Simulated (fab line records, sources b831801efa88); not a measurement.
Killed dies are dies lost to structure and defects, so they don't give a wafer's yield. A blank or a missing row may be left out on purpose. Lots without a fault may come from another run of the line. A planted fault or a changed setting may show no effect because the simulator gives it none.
Which tool did it? | flow gf180mcu | 13 lots, 39 wafers sampled, at 2 steps of a route of 602

WHAT THE GAUGES READ, wafer by wafer
GF_V5_CD_MEAS_14: target cd 260 nm. Usual: cd_nm 259.9 nm, standard deviation 1.3.
lot  | measured     | on        | cd_nm (nm)        | flag
L272 | day 27 12:17 | cd_sem-01 | 258.1 257.4 257.7 |
L274 | day 27 18:01 | cd_sem-02 | 259.4 258.9 258.8 |
L273 | day 27 18:25 | cd_sem-02 | 260.9 260.7 258.9 |
L275 | day 28 12:44 | cd_sem-02 | 260.9 261.8 261.7 |
L276 | day 28 20:19 | cd_sem-02 | 260.7 260.4 259.8 |
L278 | day 29 15:09 | cd_sem-02 | 261.7 261.7 260.5 |
L281 | day 30 05:47 | cd_sem-02 | 259.3 259.3 260.3 |
L282 | day 30 10:05 | cd_sem-01 | 261.7 262.1 261.2 |
L287 | day 31 17:20 | cd_sem-01 | 256.6 257.4 258.4 |
L290 | day 32 11:58 | cd_sem-01 | 260.5 260.6 259.3 |
L292 | day 32 22:40 | cd_sem-01 | 258.1 258.7 259.3 |
L293 | day 32 23:28 | cd_sem-02 | 258.6 259.1 259.7 |
L294 | day 33 09:10 | cd_sem-02 | 258.2 260.3 258.7 |

GF_V5_RS_MEAS_24: measures by four-point-probe. Usual: V5_W_RS 0.328 ohm/sq, standard deviation 0.0039.
lot  | measured     | on            | V5_W_RS (ohm/sq)  | flag
L272 | day 27 13:22 | film_metro-03 | 0.326 0.329 0.326 |
L274 | day 27 19:12 | film_metro-03 | 0.328 0.330 0.326 |
L273 | day 27 19:29 | film_metro-04 | 0.332 0.327 0.334 |
L275 | day 28 13:52 | film_metro-03 | 0.333 0.328 0.329 |
L276 | day 28 21:24 | film_metro-03 | 0.328 0.331 0.325 |
L278 | day 29 16:13 | film_metro-01 | 0.326 0.333 0.333 |
L281 | day 30 06:51 | film_metro-03 | 0.328 0.326 0.331 |
L282 | day 30 11:09 | film_metro-04 | 0.329 0.333 0.327 |
L287 | day 31 18:23 | film_metro-03 | 0.327 0.329 0.328 |
L290 | day 32 13:03 | film_metro-01 | 0.320 0.326 0.318 |
L292 | day 32 23:44 | film_metro-03 | 0.329 0.326 0.322 |
L293 | day 33 00:31 | film_metro-04 | 0.334 0.332 0.327 |
L294 | day 33 10:16 | film_metro-03 | 0.327 0.328 0.329 |

WHICH TOOL RAN EACH LOT (tool, then ch and the chambers of the sampled wafers, then the start)
The record holds no process step before these readings.

WHAT THE TOOLS THEMSELVES READ (means of the sampled wafers that have a number; where no wafer has one, the mark that the record gives instead)
The record holds no such reading with a usual standard deviation.

THE ANSWER, worked out from the rows above alone
Rule: a lot is off if the mean of its wafers that have a number lies more than 3 standard deviations from the usual mean. A lot without any number at a reading at which 4 lots or more have one is off too. The other lots that the step has rows for count as sound. The gauges are gone through in route order, then the tools' own readings, and for those a lot's mean is taken as printed above. The first step at which some lot is off is used, and at that step the reading that is off furthest; a lot without a number counts as furthest.
No lot is off at any reading shown: from this, nothing can be told.

WHAT THE SIMULATOR HAD PUT IN
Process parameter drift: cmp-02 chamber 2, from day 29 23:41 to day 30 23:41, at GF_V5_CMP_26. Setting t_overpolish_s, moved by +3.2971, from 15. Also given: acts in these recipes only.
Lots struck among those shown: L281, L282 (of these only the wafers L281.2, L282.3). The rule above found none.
